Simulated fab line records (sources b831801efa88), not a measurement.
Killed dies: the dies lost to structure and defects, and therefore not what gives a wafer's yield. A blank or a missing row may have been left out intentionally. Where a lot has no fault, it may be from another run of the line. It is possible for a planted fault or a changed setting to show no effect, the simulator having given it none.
fab line records ; flow sky130 ; part 1 of 2: steps 1 to 28 of 39
[record] lots = 5; wafers = 15; lastDay = 48
route steps=708 shown NWELL@57 PWDE@84 VT_ADJUST_HVTP@85
lots with no fault: from the same line, run without faults
startH: hours from the record's opening day to when the first of the lot's shown wafers began ; waitH: time in hours since the lot's previous step ; " identical to the entry in the row above ; L1.1+2: a single row standing in for several wafers ; - value missing, or start not given ; * or withheld: withheld ; < > ~ a bound
route shown NAME@n: names a module that has steps shown in the file, with the first one's number in the route ; usual: mean/standard deviation taken from wafers without a fault ; same: alike in all rows ; chamber/n: place in a boat ; sites: readings site by site ; _std_site: how widely they spread, as a standard deviation ; _edge_site: outer sites' mean less inner sites' ; radiusMm: how far each site lies from the wafer's centre ; mask NAME#n: copy n ; behind: the last tool/chamber to shape the wafer ; hold: the reason the lot was held/the length of the hold in hours/how it ended ; device: transistor that didn't switch, given as n, p or np ; end of line: at the end of the route, the tests of the same wafers ; for a step that has no rows: nothing shown but its recipe ; killed: the dies lost at the first sort to structure and to defects; this is not the yield of the wafer ; map: the dies of a wafer, with x for killed, . for not killed, _ for no die there
set.NAME: the run value of the setting; set.NAME@STEP: its run value at that earlier step ; model.NAME: the simulator's own value behind a step, which no gauge read
lots seen at some steps along the route; tables by step, rows by wafer
services: the hour from which a tool's chamber was out of use, counted from the record's first day as startH (under 0 if before that day), plus the number of hours and why
[[steps]]
[step SKY_NWELL_HMDS_04]
[recipe] primeTimeS = 60; primeTempC = 120
[usual] exhaustPa = 45.0/0.95
lot.wafer;tool;chamber;startH;waitH;exhaustPa
L074.1;lithoTrack-03;0;78.86;0.1;44.2
L074.5;lithoTrack-03;0;78.86;0.1;44.9
L074.6;lithoTrack-03;0;78.86;0.1;43.9
L076.3;lithoTrack-04;0;88.82;0.1;44.7
L076.4;lithoTrack-04;0;88.82;0.1;44.8
L076.5;lithoTrack-04;0;88.82;0.1;44.9
L081.2;lithoTrack-02;0;127.18;0.1;45.3
L081.5;lithoTrack-02;0;127.18;0.1;44.9
L081.6;lithoTrack-02;0;127.18;0.1;45.9
L085.1;lithoTrack-03;0;142.91;0.1;45.1
L085.2;lithoTrack-03;0;142.91;0.1;44.9
L085.3;lithoTrack-03;0;142.91;0.1;44.9
L086.3;lithoTrack-03;0;143.96;0.1;45.5
L086.4;lithoTrack-03;0;143.96;0.1;46.3
L086.5;lithoTrack-03;0;143.96;0.1;46.4
[step SKY_NWELL_COAT_05]
[recipe] spinRpm = 2000; resistThkNm = 3000
[usual] exhaustPa = 45.0/1
lot.wafer;tool;chamber;startH;waitH;exhaustPa
L074.1;lithoTrack-03;0;79.01;0.1;44.3
L074.5;lithoTrack-03;0;79.01;0.1;45.4
L074.6;lithoTrack-03;0;79.01;0.1;44.7
L076.3;lithoTrack-04;0;88.97;0.1;44.4
L076.4;lithoTrack-04;0;88.97;0.1;45.0
L076.5;lithoTrack-04;0;88.97;0.1;45.4
L081.2;lithoTrack-02;0;127.33;0.1;45.8
L081.5;lithoTrack-02;0;127.33;0.1;46.1
L081.6;lithoTrack-02;0;127.33;0.1;44.7
L085.1;lithoTrack-03;0;143.06;0.1;44.3
L085.2;lithoTrack-03;0;143.06;0.1;44.7
L085.3;lithoTrack-03;0;143.06;0.1;44.4
L086.3;lithoTrack-03;0;144.11;0.1;44.4
L086.4;lithoTrack-03;0;144.11;0.1;43.0
L086.5;lithoTrack-03;0;144.11;0.1;44.8
[step SKY_NWELL_SOFTBAKE_06]
[recipe] tempC = 110; timeS = withheld
[usual] exhaustPa = 44.8/0.84
lot.wafer;tool;chamber;startH;waitH;exhaustPa
L074.1;lithoTrack-03;0;79.16;0.1;42.6
L074.5;lithoTrack-03;0;79.16;0.1;43.9
L074.6;lithoTrack-03;0;79.16;0.1;44.1
L076.3;lithoTrack-04;0;89.14;0.1;44.1
L076.4;lithoTrack-04;0;89.14;0.1;44.7
L076.5;lithoTrack-04;0;89.14;0.1;44.9
L081.2;lithoTrack-02;0;127.48;0.1;44.4
L081.5;lithoTrack-02;0;127.48;0.1;43.5
L081.6;lithoTrack-02;0;127.48;0.1;43.6
L085.1;lithoTrack-03;0;143.21;0.1;44.1
L085.2;lithoTrack-03;0;143.21;0.1;44.1
L085.3;lithoTrack-03;0;143.21;0.1;44.8
L086.3;lithoTrack-03;0;144.28;0.1;45.5
L086.4;lithoTrack-03;0;144.28;0.1;45.3
L086.5;lithoTrack-03;0;144.28;0.1;46.6
[step SKY_NWELL_EXPOSE_07]
[recipe] maskId = NWM; na = 0.6; sourceShape = conventional; sigmaOuter = 0.6; polarization = unpolarized; targetCdNm = 840; doseMj = 255
lot.wafer;tool;chamber;startH;waitH;mask
L074.1+5+6;ilineStepper-02;0;-;-;NWM#0
L076.3+4+5;ilineStepper-01;0;-;-;NWM#0
L081.2+5+6;ilineStepper-01;0;-;-;NWM#0
L085.1+2+3;ilineStepper-01;0;-;-;NWM#0
L086.3+4+5;ilineStepper-02;0;-;-;NWM#0
[step SKY_NWELL_PEB_08]
[recipe] tempC = 115; timeS = withheld
[usual] exhaustPa = 45.2/0.89
lot.wafer;tool;chamber;startH;waitH;exhaustPa
L074.1;lithoTrack-04;0;-;-;46.5
L074.5;lithoTrack-04;0;-;-;45.7
L074.6;lithoTrack-04;0;-;-;45.2
L076.3;lithoTrack-03;0;-;-;46.4
L076.4;lithoTrack-03;0;-;-;45.2
L076.5;lithoTrack-03;0;-;-;44.9
L081.2;lithoTrack-03;0;-;-;44.1
L081.5;lithoTrack-03;0;-;-;44.8
L081.6;lithoTrack-03;0;-;-;44.7
L085.1;lithoTrack-02;0;-;-;45.8
L085.2;lithoTrack-02;0;-;-;45.6
L085.3;lithoTrack-02;0;-;-;44.6
L086.3;lithoTrack-04;0;-;-;45.7
L086.4;lithoTrack-04;0;-;-;44.8
L086.5;lithoTrack-04;0;-;-;44.5
[step SKY_NWELL_DEVELOP_09]
[recipe] wallAngleDeg = 90; developer = TMAH; developTimeS = 60; devTempC = 23
[usual] exhaustPa = 45.1/0.95
lot.wafer;tool;chamber;startH;waitH;exhaustPa
L074.1;lithoTrack-04;0;-;-;44.7
L074.5;lithoTrack-04;0;-;-;43.2
L074.6;lithoTrack-04;0;-;-;45.3
L076.3;lithoTrack-03;0;-;-;43.9
L076.4;lithoTrack-03;0;-;-;44.1
L076.5;lithoTrack-03;0;-;-;45.0
L081.2;lithoTrack-03;0;-;-;44.5
L081.5;lithoTrack-03;0;-;-;45.0
L081.6;lithoTrack-03;0;-;-;44.3
L085.1;lithoTrack-02;0;-;-;45.3
L085.2;lithoTrack-02;0;-;-;45.7
L085.3;lithoTrack-02;0;-;-;45.0
L086.3;lithoTrack-04;0;-;-;45.4
L086.4;lithoTrack-04;0;-;-;44.5
L086.5;lithoTrack-04;0;-;-;45.1
[step SKY_NWELL_OVL_MEAS_10]
[usual] NWELL_00_OVL = -0.7/1.5
lot.wafer;tool;chamber;startH;waitH;NWELL_00_OVL[nm]
L074.1;overlay-02;-;87.47;-;0.6
L074.5;overlay-02;-;87.47;-;-0.7
L074.6;overlay-02;-;87.47;-;-1.0
L076.3;overlay-01;-;97.02;-;-3.8
L076.4;overlay-01;-;97.02;-;-2.1
L076.5;overlay-01;-;97.02;-;-2.2
L081.2;overlay-02;-;136.12;-;-0.5
L081.5;overlay-02;-;136.12;-;-3.1
L081.6;overlay-02;-;136.12;-;-1.5
L085.1;overlay-02;-;153.00;-;-1.5
L085.2;overlay-02;-;153.00;-;-1.8
L085.3;overlay-02;-;153.00;-;-2.3
L086.3;overlay-01;-;153.99;-;0.0
L086.4;overlay-01;-;153.99;-;0.1
L086.5;overlay-01;-;153.99;-;-0.8
[step SKY_NWELL_IMPLANT_11]
[recipe] species = P; energyKev = 400; doseCm2 = 1.9e+13; tiltDeg = withheld
lot.wafer;tool;chamber;startH;waitH
L074.1+5+6;implanter-04;0;87.51;0.0
L076.3+4+5;implanter-01;0;97.10;0.1
L081.2+5+6;implanter-02;0;136.17;0.0
L085.1+2+3;implanter-01;0;153.04;0.0
L086.3+4+5;implanter-04;0;154.06;0.1
[step SKY_NWELL_IMPLANT_12]
[recipe] species = P; energyKev = 122.3; doseCm2 = 1.3e+12; tiltDeg = withheld
lot.wafer;tool;chamber;startH;waitH
L074.1+5+6;implanter-04;0;87.66;0.1
L076.3+4+5;implanter-01;0;97.25;0.1
L081.2+5+6;implanter-02;0;136.32;0.1
L085.1+2+3;implanter-01;0;153.19;0.1
L086.3+4+5;implanter-04;0;154.21;0.1
[step SKY_NWELL_IMPLANT_13]
[recipe] species = P; energyKev = 50; doseCm2 = 7e+11; tiltDeg = withheld
lot.wafer;tool;chamber;startH;waitH
L074.1+5+6;implanter-04;0;87.81;0.1
L076.3+4+5;implanter-01;0;97.40;0.1
L081.2+5+6;implanter-02;0;136.47;0.1
L085.1+2+3;implanter-01;0;153.34;0.1
L086.3+4+5;implanter-04;0;154.36;0.1
[step SKY_NWELL_STRIP_14]
[recipe] chemistry = O2/N2; powerW = 1400; pressureMtorr = 1500; platenTempC = withheld; o2FlowSccm = 3000; n2FlowSccm = 300; overashFraction = 0.5
[usual] drypumpMotorCurrentA = 5.5/0.33; n2FlowSccm = 300.1/0.94; oesProductAu = 0.722/0.0043; stripTimeToEndpointS = 36.96/0.089
[same] overashFraction = 0.5
lot.wafer;tool;chamber;startH;waitH;drypumpMotorCurrentA;n2FlowSccm;oesProductAu;rfHoursCounterH;stripTimeToEndpointS
L074.1;plasmaAsher-03;0;87.96;0.1;5.4;301.2;0.721;45;36.97
L074.5;plasmaAsher-03;0;87.96;0.1;5.4;300.4;0.717;-;36.95
L074.6;plasmaAsher-03;1;87.96;0.1;5.5;299.6;0.715;-;36.96
L076.3;plasmaAsher-01;0;97.53;0.1;5.5;299.0;0.724;-;37.01
L076.4;plasmaAsher-01;1;97.53;0.1;5.9;298.9;0.724;-;36.97
L076.5;plasmaAsher-01;1;97.53;0.1;5.9;299.2;0.724;-;37.08
L081.2;plasmaAsher-03;1;136.60;0.1;5.5;302.7;0.720;2;37.06
L081.5;plasmaAsher-03;1;136.60;0.1;5.5;302.1;0.727;-;37.05
L081.6;plasmaAsher-03;0;136.60;0.1;5.4;300.0;0.721;-;36.98
L085.1;plasmaAsher-03;0;153.49;0.1;5.4;301.0;0.723;3;37.06
L085.2;plasmaAsher-03;1;153.49;0.1;5.5;298.8;0.728;3;37.02
L085.3;plasmaAsher-03;1;153.49;0.1;5.5;298.7;0.724;-;36.91
L086.3;plasmaAsher-03;1;154.49;0.1;5.5;300.9;0.717;-;36.88
L086.4;plasmaAsher-03;0;154.49;0.1;5.4;300.0;0.726;-;37.00
L086.5;plasmaAsher-03;0;154.49;0.1;5.4;300.1;0.721;-;36.98
[step SKY_NWELL_TW_MEAS_15]
[usual] NWELL_TW = 1816/10
lot.wafer;tool;chamber;startH;waitH;NWELL_TW
L074.1;filmMetro-02;-;88.06;0.1;1822
L074.5;filmMetro-02;-;88.06;0.1;1822
L074.6;filmMetro-02;-;88.06;0.1;1814
L076.3;filmMetro-03;-;97.62;0.1;1819
L076.4;filmMetro-03;-;97.62;0.1;1817
L076.5;filmMetro-03;-;97.62;0.1;1822
L081.2;filmMetro-01;-;136.71;0.1;1820
L081.5;filmMetro-01;-;136.71;0.1;1823
L081.6;filmMetro-01;-;136.71;0.1;1819
L085.1;filmMetro-01;-;153.59;0.1;1823
L085.2;filmMetro-01;-;153.59;0.1;1834
L085.3;filmMetro-01;-;153.59;0.1;1836
L086.3;filmMetro-01;-;154.58;0.1;1824
L086.4;filmMetro-01;-;154.58;0.1;1839
L086.5;filmMetro-01;-;154.58;0.1;1825
[step SKY_NWELL_DEHYDRATE_16]
[recipe] tempC = 200; timeS = 60
[usual] exhaustPa = 44.8/0.97
lot.wafer;tool;chamber;startH;waitH;exhaustPa
L074.1;lithoTrack-02;0;95.70;7.6;46.9
L074.5;lithoTrack-02;0;95.70;7.6;45.7
L074.6;lithoTrack-02;0;95.70;7.6;46.4
L076.3;lithoTrack-03;0;105.71;8.1;44.2
L076.4;lithoTrack-03;0;105.71;8.1;44.7
L076.5;lithoTrack-03;0;105.71;8.1;44.3
L081.2;lithoTrack-03;0;144.44;7.7;44.0
L081.5;lithoTrack-03;0;144.44;7.7;45.2
L081.6;lithoTrack-03;0;144.44;7.7;44.5
L085.1;lithoTrack-03;0;162.46;8.9;46.1
L085.2;lithoTrack-03;0;162.46;8.9;46.1
L085.3;lithoTrack-03;0;162.46;8.9;44.3
L086.3;lithoTrack-02;0;163.20;8.6;45.6
L086.4;lithoTrack-02;0;163.20;8.6;46.7
L086.5;lithoTrack-02;0;163.20;8.6;45.0
[step SKY_NWELL_HMDS_17]
[recipe] primeTimeS = 60; primeTempC = 120
[usual] exhaustPa = 45.1/0.89
lot.wafer;tool;chamber;startH;waitH;exhaustPa
L074.1;lithoTrack-02;0;95.85;0.1;45.0
L074.5;lithoTrack-02;0;95.85;0.1;45.3
L074.6;lithoTrack-02;0;95.85;0.1;44.7
L076.3;lithoTrack-03;0;105.86;0.1;44.5
L076.4;lithoTrack-03;0;105.86;0.1;44.6
L076.5;lithoTrack-03;0;105.86;0.1;43.3
L081.2;lithoTrack-03;0;144.59;0.1;45.4
L081.5;lithoTrack-03;0;144.59;0.1;44.8
L081.6;lithoTrack-03;0;144.59;0.1;44.5
L085.1;lithoTrack-03;0;162.61;0.1;44.0
L085.2;lithoTrack-03;0;162.61;0.1;45.5
L085.3;lithoTrack-03;0;162.61;0.1;43.6
L086.3;lithoTrack-02;0;163.35;0.1;43.5
L086.4;lithoTrack-02;0;163.35;0.1;45.4
L086.5;lithoTrack-02;0;163.35;0.1;43.6
[step SKY_NWELL_COAT_18]
[recipe] spinRpm = 2000; resistThkNm = 3000
[usual] exhaustPa = 45.0/0.89
lot.wafer;tool;chamber;startH;waitH;exhaustPa
L074.1;lithoTrack-02;0;96.00;0.1;44.4
L074.5;lithoTrack-02;0;96.00;0.1;44.5
L074.6;lithoTrack-02;0;96.00;0.1;45.4
L076.3;lithoTrack-03;0;106.01;0.1;44.6
L076.4;lithoTrack-03;0;106.01;0.1;45.1
L076.5;lithoTrack-03;0;106.01;0.1;45.4
L081.2;lithoTrack-03;0;144.74;0.1;45.1
L081.5;lithoTrack-03;0;144.74;0.1;46.2
L081.6;lithoTrack-03;0;144.74;0.1;45.1
L085.1;lithoTrack-03;0;162.76;0.1;46.2
L085.2;lithoTrack-03;0;162.76;0.1;46.9
L085.3;lithoTrack-03;0;162.76;0.1;45.3
L086.3;lithoTrack-02;0;163.50;0.1;45.7
L086.4;lithoTrack-02;0;163.50;0.1;45.0
L086.5;lithoTrack-02;0;163.50;0.1;46.8
[step SKY_NWELL_SOFTBAKE_19]
[recipe] tempC = 110; timeS = withheld
[usual] exhaustPa = 45.0/0.86
lot.wafer;tool;chamber;startH;waitH;exhaustPa
L074.1;lithoTrack-02;0;96.15;0.1;45.7
L074.5;lithoTrack-02;0;96.15;0.1;45.1
L074.6;lithoTrack-02;0;96.15;0.1;45.1
L076.3;lithoTrack-03;0;106.18;0.1;45.3
L076.4;lithoTrack-03;0;106.18;0.1;46.1
L076.5;lithoTrack-03;0;106.18;0.1;46.3
L081.2;lithoTrack-03;0;144.90;0.1;43.9
L081.5;lithoTrack-03;0;144.90;0.1;45.9
L081.6;lithoTrack-03;0;144.90;0.1;44.6
L085.1;lithoTrack-03;0;162.91;0.1;44.9
L085.2;lithoTrack-03;0;162.91;0.1;44.9
L085.3;lithoTrack-03;0;162.91;0.1;44.5
L086.3;lithoTrack-02;0;163.67;0.1;43.9
L086.4;lithoTrack-02;0;163.67;0.1;43.5
L086.5;lithoTrack-02;0;163.67;0.1;45.9
[step SKY_NWELL_EXPOSE_20]
[recipe] maskId = NWM_COMPLEMENT; na = 0.6; sourceShape = conventional; sigmaOuter = 0.6; polarization = unpolarized; targetCdNm = 840; doseMj = 260
lot.wafer;tool;chamber;startH;waitH;mask
L074.1+5+6;ilineStepper-02;0;-;-;NWM_COMPLEMENT#0
L076.3+4+5;ilineStepper-01;0;-;-;NWM_COMPLEMENT#0
L081.2+5+6;ilineStepper-02;0;-;-;NWM_COMPLEMENT#0
L085.1+2+3;ilineStepper-02;0;-;-;NWM_COMPLEMENT#0
L086.3+4+5;ilineStepper-02;0;-;-;NWM_COMPLEMENT#0
[step SKY_NWELL_PEB_21]
[recipe] tempC = 115; timeS = withheld
[usual] exhaustPa = 45.0/0.89
lot.wafer;tool;chamber;startH;waitH;exhaustPa
L074.1;lithoTrack-03;0;-;-;44.8
L074.5;lithoTrack-03;0;-;-;45.2
L074.6;lithoTrack-03;0;-;-;45.1
L076.3;lithoTrack-04;0;-;-;45.5
L076.4;lithoTrack-04;0;-;-;43.5
L076.5;lithoTrack-04;0;-;-;43.9
L081.2;lithoTrack-04;0;-;-;45.7
L081.5;lithoTrack-04;0;-;-;45.1
L081.6;lithoTrack-04;0;-;-;45.6
L085.1;lithoTrack-04;0;-;-;43.5
L085.2;lithoTrack-04;0;-;-;44.8
L085.3;lithoTrack-04;0;-;-;43.6
L086.3;lithoTrack-02;0;-;-;43.6
L086.4;lithoTrack-02;0;-;-;43.2
L086.5;lithoTrack-02;0;-;-;43.8
[step SKY_NWELL_DEVELOP_22]
[recipe] wallAngleDeg = 90; developer = TMAH; developTimeS = 60; devTempC = 23
[usual] exhaustPa = 45.2/0.9
lot.wafer;tool;chamber;startH;waitH;exhaustPa
L074.1;lithoTrack-03;0;-;-;45.2
L074.5;lithoTrack-03;0;-;-;45.7
L074.6;lithoTrack-03;0;-;-;44.9
L076.3;lithoTrack-04;0;-;-;44.5
L076.4;lithoTrack-04;0;-;-;47.1
L076.5;lithoTrack-04;0;-;-;46.1
L081.2;lithoTrack-04;0;-;-;43.8
L081.5;lithoTrack-04;0;-;-;44.4
L081.6;lithoTrack-04;0;-;-;44.0
L085.1;lithoTrack-04;0;-;-;47.0
L085.2;lithoTrack-04;0;-;-;46.4
L085.3;lithoTrack-04;0;-;-;45.5
L086.3;lithoTrack-02;0;-;-;44.5
L086.4;lithoTrack-02;0;-;-;44.2
L086.5;lithoTrack-02;0;-;-;46.4
[step SKY_NWELL_OVL_MEAS_23]
[usual] NWELL_01_OVL = -0.8/1.4
lot.wafer;tool;chamber;startH;waitH;NWELL_01_OVL[nm]
L074.1;overlay-02;-;105.06;-;-2.2
L074.5;overlay-02;-;105.06;-;2.1
L074.6;overlay-02;-;105.06;-;-2.4
L076.3;overlay-01;-;114.99;-;1.2
L076.4;overlay-01;-;114.99;-;-0.6
L076.5;overlay-01;-;114.99;-;1.0
L081.2;overlay-01;-;154.93;-;0.9
L081.5;overlay-01;-;154.93;-;0.2
L081.6;overlay-01;-;154.93;-;0.0
L085.1;overlay-02;-;173.52;-;-0.6
L085.2;overlay-02;-;173.52;-;0.1
L085.3;overlay-02;-;173.52;-;-1.2
L086.3;overlay-02;-;174.06;-;-0.1
L086.4;overlay-02;-;174.06;-;-0.2
L086.5;overlay-02;-;174.06;-;-0.3
[step SKY_NWELL_IMPLANT_24]
[recipe] species = B; energyKev = 140; doseCm2 = 9.2e+12; tiltDeg = withheld
lot.wafer;tool;chamber;startH;waitH
L074.1+5+6;implanter-01;0;105.10;0.0
L076.3+4+5;implanter-01;0;115.06;0.1
L081.2+5+6;implanter-01;0;154.98;0.0
L085.1+2+3;implanter-04;0;173.56;0.0
L086.3+4+5;implanter-01;0;174.14;0.1
[step SKY_NWELL_STRIP_25]
[recipe] chemistry = O2/N2; powerW = 1400; pressureMtorr = 1500; platenTempC = withheld; o2FlowSccm = 3000; n2FlowSccm = 300; overashFraction = 0.5
[usual] drypumpMotorCurrentA = 5.5/0.33; n2FlowSccm = 300.0/0.94; oesProductAu = 0.722/0.0042; stripTimeToEndpointS = 36.92/0.11
[same] overashFraction = 0.5
lot.wafer;tool;chamber;startH;waitH;drypumpMotorCurrentA;n2FlowSccm;oesProductAu;rfHoursCounterH;stripTimeToEndpointS
L074.1;plasmaAsher-01;0;105.25;0.1;5.5;301.4;0.716;30;36.85
L074.5;plasmaAsher-01;1;105.25;0.1;5.8;301.0;0.726;-;36.97
L074.6;plasmaAsher-01;0;105.25;0.1;5.5;301.4;0.718;-;36.84
L076.3;plasmaAsher-02;0;115.19;0.1;6.0;299.5;0.721;-;36.93
L076.4;plasmaAsher-02;1;115.19;0.1;5.0;301.7;0.721;-;36.91
L076.5;plasmaAsher-02;0;115.19;0.1;6.0;301.7;0.715;-;36.83
L081.2;plasmaAsher-02;1;155.11;0.1;5.0;298.4;0.713;51;36.85
L081.5;plasmaAsher-02;0;155.11;0.1;6.0;300.6;0.730;-;36.81
L081.6;plasmaAsher-02;1;155.11;0.1;5.0;299.7;0.728;-;36.91
L085.1;plasmaAsher-01;1;173.71;0.1;5.9;300.9;0.724;36;36.78
L085.2;plasmaAsher-01;0;173.71;0.1;5.5;299.1;0.721;36;36.72
L085.3;plasmaAsher-01;0;173.71;0.1;5.5;300.1;0.730;-;36.89
L086.3;plasmaAsher-03;0;174.27;0.1;5.4;301.0;0.728;-;37.05
L086.4;plasmaAsher-03;1;174.27;0.1;5.5;300.8;0.717;-;37.09
L086.5;plasmaAsher-03;1;174.27;0.1;5.5;301.3;0.722;-;37.00
[step SKY_NWELL_TW_MEAS_26]
[usual] NWELL_2_TW = 496.6/2.4
lot.wafer;tool;chamber;startH;waitH;NWELL_2_TW
L074.1;filmMetro-01;-;105.35;0.1;500.8
L074.5;filmMetro-01;-;105.35;0.1;496.6
L074.6;filmMetro-01;-;105.35;0.1;498.4
L076.3;filmMetro-01;-;115.28;0.1;497.7
L076.4;filmMetro-01;-;115.28;0.1;497.8
L076.5;filmMetro-01;-;115.28;0.1;501.1
L081.2;filmMetro-01;-;155.26;0.1;498.7
L081.5;filmMetro-01;-;155.26;0.1;496.7
L081.6;filmMetro-01;-;155.26;0.1;495.4
L085.1;filmMetro-02;-;173.81;0.1;497.2
L085.2;filmMetro-02;-;173.81;0.1;494.5
L085.3;filmMetro-02;-;173.81;0.1;496.0
L086.3;filmMetro-03;-;174.36;0.1;496.8
L086.4;filmMetro-03;-;174.36;0.1;496.9
L086.5;filmMetro-03;-;174.36;0.1;497.3
[step SKY_NWELL_CLEAN_27]
[recipe] chemistry = SC1/SC2; mix = 1:4:20; tempC = 70; timeS = 150; dry = n2Spin
lot.wafer;tool;chamber;startH;waitH
L074.1+5+6;wetBench-02;3;105.41;0.1
L076.3+4+5;wetBench-02;2;115.32;0.0
L081.2+5+6;wetBench-04;1;155.31;0.0
L085.1+2+3;wetBench-02;1;173.87;0.1
L086.3+4+5;wetBench-03;1;174.40;0.0
[step SKY_NWELL_RTA_28]
[recipe] tempC = 1050; timeS = 30; idleTempC = 650; rampUpCPerS = 150; rampDownCPerS = 90; ambient = N2
[usual] lampPowerPct = 25.30/0.051; wafer_temp_C_max = 1054.8/0.88
lot.wafer;tool;chamber;startH;waitH;lampPowerPct;wafer_temp_C_max
L074.1;rtpAnneal-01;0;105.46;0.0;25.31;1054.1
L074.5;rtpAnneal-01;0;105.46;0.0;25.28;1056.2
L074.6;rtpAnneal-01;0;105.46;0.0;25.28;1054.0
L076.3;rtpAnneal-01;0;115.40;0.0;25.27;1053.9
L076.4;rtpAnneal-01;0;115.40;0.0;25.21;1055.1
L076.5;rtpAnneal-01;0;115.40;0.0;25.19;1054.1
L081.2;rtpAnneal-02;0;155.38;0.0;25.29;1054.1
L081.5;rtpAnneal-02;0;155.38;0.0;25.35;1055.0
L081.6;rtpAnneal-02;0;155.38;0.0;25.33;1055.7
L085.1;rtpAnneal-02;0;173.92;0.0;25.29;1053.9
L085.2;rtpAnneal-02;0;173.92;0.0;25.33;1054.2
L085.3;rtpAnneal-02;0;173.92;0.0;25.31;1055.5
L086.3;rtpAnneal-02;0;174.48;0.0;25.26;1056.6
L086.4;rtpAnneal-02;0;174.48;0.0;25.26;1054.1
L086.5;rtpAnneal-02;0;174.48;0.0;25.32;1054.1
[step SKY_NWELL_RS_MEAS_29]
[recipe] thkMeasGauge = four-point-probe
[usual] NWELL_RS = 625.8/1.4
lot.wafer;tool;chamber;startH;waitH;NWELL_RS[ohm/sq]
L074.1;filmMetro-02;-;105.56;0.1;625.6
L074.5;filmMetro-02;-;105.56;0.1;624.4
L074.6;filmMetro-02;-;105.56;0.1;625.7
L076.3;filmMetro-03;-;115.51;0.1;626.1
L076.4;filmMetro-03;-;115.51;0.1;625.9
L076.5;filmMetro-03;-;115.51;0.1;625.3
L081.2;filmMetro-02;-;155.48;0.1;627.7
L081.5;filmMetro-02;-;155.48;0.1;627.4
L081.6;filmMetro-02;-;155.48;0.1;626.4
L085.1;filmMetro-01;-;174.02;0.1;622.3
L085.2;filmMetro-01;-;174.02;0.1;623.8
L085.3;filmMetro-01;-;174.02;0.1;624.4
L086.3;filmMetro-03;-;174.59;0.1;625.2
L086.4;filmMetro-03;-;174.59;0.1;624.7
L086.5;filmMetro-03;-;174.59;0.1;625.9
[step SKY_NWELL_RS_MEAS_31]
[recipe] thkMeasGauge = four-point-probe
[usual] PWDE_RS = 5227/22
lot.wafer;tool;chamber;startH;waitH;PWDE_RS[ohm/sq]
L074.1;filmMetro-02;-;105.80;0.1;5206
L074.5;filmMetro-02;-;105.80;0.1;5200
L074.6;filmMetro-02;-;105.80;0.1;5205
L076.3;filmMetro-03;-;115.75;0.1;5252
L076.4;filmMetro-03;-;115.75;0.1;5252
L076.5;filmMetro-03;-;115.75;0.1;5246
L081.2;filmMetro-02;-;155.72;0.1;5214
L081.5;filmMetro-02;-;155.72;0.1;5218
L081.6;filmMetro-02;-;155.72;0.1;5207
L085.1;filmMetro-01;-;174.26;0.1;5236
L085.2;filmMetro-01;-;174.26;0.1;5235
L085.3;filmMetro-01;-;174.26;0.1;5192
L086.3;filmMetro-03;-;174.83;0.1;5260
L086.4;filmMetro-03;-;174.83;0.1;5257
L086.5;filmMetro-03;-;174.83;0.1;5253
[step SKY_VT_ADJUST_HVTP_DEHYDRATE_00]
[recipe] tempC = 200; timeS = 60
[usual] exhaustPa = 45.1/0.93
lot.wafer;tool;chamber;startH;waitH;exhaustPa
L074.1;lithoTrack-01;0;114.21;8.4;45.6
L074.5;lithoTrack-01;0;114.21;8.4;44.6
L074.6;lithoTrack-01;0;114.21;8.4;45.4
L076.3;lithoTrack-02;0;123.30;7.5;45.1
L076.4;lithoTrack-02;0;123.30;7.5;46.3
L076.5;lithoTrack-02;0;123.30;7.5;45.2
L081.2;lithoTrack-04;0;164.40;8.7;45.0
L081.5;lithoTrack-04;0;164.40;8.7;45.6
L081.6;lithoTrack-04;0;164.40;8.7;44.1
L085.1;lithoTrack-04;0;183.12;8.8;44.4
L085.2;lithoTrack-04;0;183.12;8.8;45.4
L085.3;lithoTrack-04;0;183.12;8.8;45.4
L086.3;lithoTrack-04;0;183.77;8.9;43.4
L086.4;lithoTrack-04;0;183.77;8.9;45.5
L086.5;lithoTrack-04;0;183.77;8.9;42.8
